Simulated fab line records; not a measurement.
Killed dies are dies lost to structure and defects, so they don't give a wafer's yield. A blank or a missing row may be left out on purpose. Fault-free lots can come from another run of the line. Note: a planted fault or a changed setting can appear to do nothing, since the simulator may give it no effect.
A struck lot beside a sound one ; flow sky130 ; 14 steps out of a route of 708
Sound: these wafers, L196.2, L196.5, L196.6. The struck wafers were L202.2, L202.3, L202.5. The cause comes at the end.
For every step that has rows: the tool of each side, followed by ch and its chambers, followed by its first start. Under that, the readings that differ: sound wafers ; struck wafers ; difference of the means ; sigmas: that difference in standard deviations of wafers without a fault.
alike: a reading whose means differ by less than 2 such deviations, as well as words and numbers matching on both sides. not compared: withheld readings; readings where some wafer has no value; bounds like >300 that might hide an equal value; numbers whose values overlap and for which the record gives no deviation.
The two part at a step that has a row with sigmas, a row that says differs or no value, or rows on one side only. Numbers that have no deviation but don't overlap get no sigmas and don't part them. A reading that every wafer of one side lacks parts them only if that side has two wafers or more.

first, 4 steps without rows for these wafers: SKY_METAL2_STRIP_21 (strips in post etch residue remover, time 1200 s); SKY_METAL2_CLEAN_22 (cleans in IPA, time 180 s); SKY_METAL2_CLEAN_23 (cleans in O3/DIW); SKY_VIA2_HDPCVD_00 (deposits SiO2, target thk 1180 nm, time 196.7 s).
SKY_VIA2_THK_MEAS_01:
  sound on film-metro-03 at day 36 08:31; struck on film-metro-01 at day 38 12:50
  alike: VIA2_HDPCVD_THK
SKY_VIA2_CMP_02: polishes SiO2.
  sound on cmp-01 ch 1,2, day 36 08:37; struck on cmp-02 ch 1,3, day 38 13:08
  alike: motor-current-A
SKY_VIA2_BOW_MEAS_03:
  sound on film-metro-01 at day 36 08:53; struck on film-metro-01 at day 38 13:24
  alike: VIA2_BOW
then, 5 steps without rows for these wafers: SKY_VIA2_DEHYDRATE_04 (time 60 s); SKY_VIA2_HMDS_05 (prime time 60 s); SKY_VIA2_COAT_06 (resist thk 60 nm); SKY_VIA2_COAT_07 (resist thk 450 nm); SKY_VIA2_SOFTBAKE_08 (time 90 s).
SKY_VIA2_EXPOSE_09: exposes mask VIM2, target cd 200 nm.
  sound on krf-scanner-02 ch 0, day 36 22:15; struck on krf-scanner-01, day 39 02:08
  no value came back on the struck wafers for exposure-dose-mJ-cm2, focus-offset-nm (nm), reticle-temp-C (C); on the sound wafers exposure-dose-mJ-cm2 reads 38.03 38.06 37.97
  alike: mask
next, for these wafers, 1 step has no rows: SKY_VIA2_PEB_10.

## WHERE THEY PART
Only at SKY_VIA2_EXPOSE_09, within this record.

WHY: what had been put in by the simulator
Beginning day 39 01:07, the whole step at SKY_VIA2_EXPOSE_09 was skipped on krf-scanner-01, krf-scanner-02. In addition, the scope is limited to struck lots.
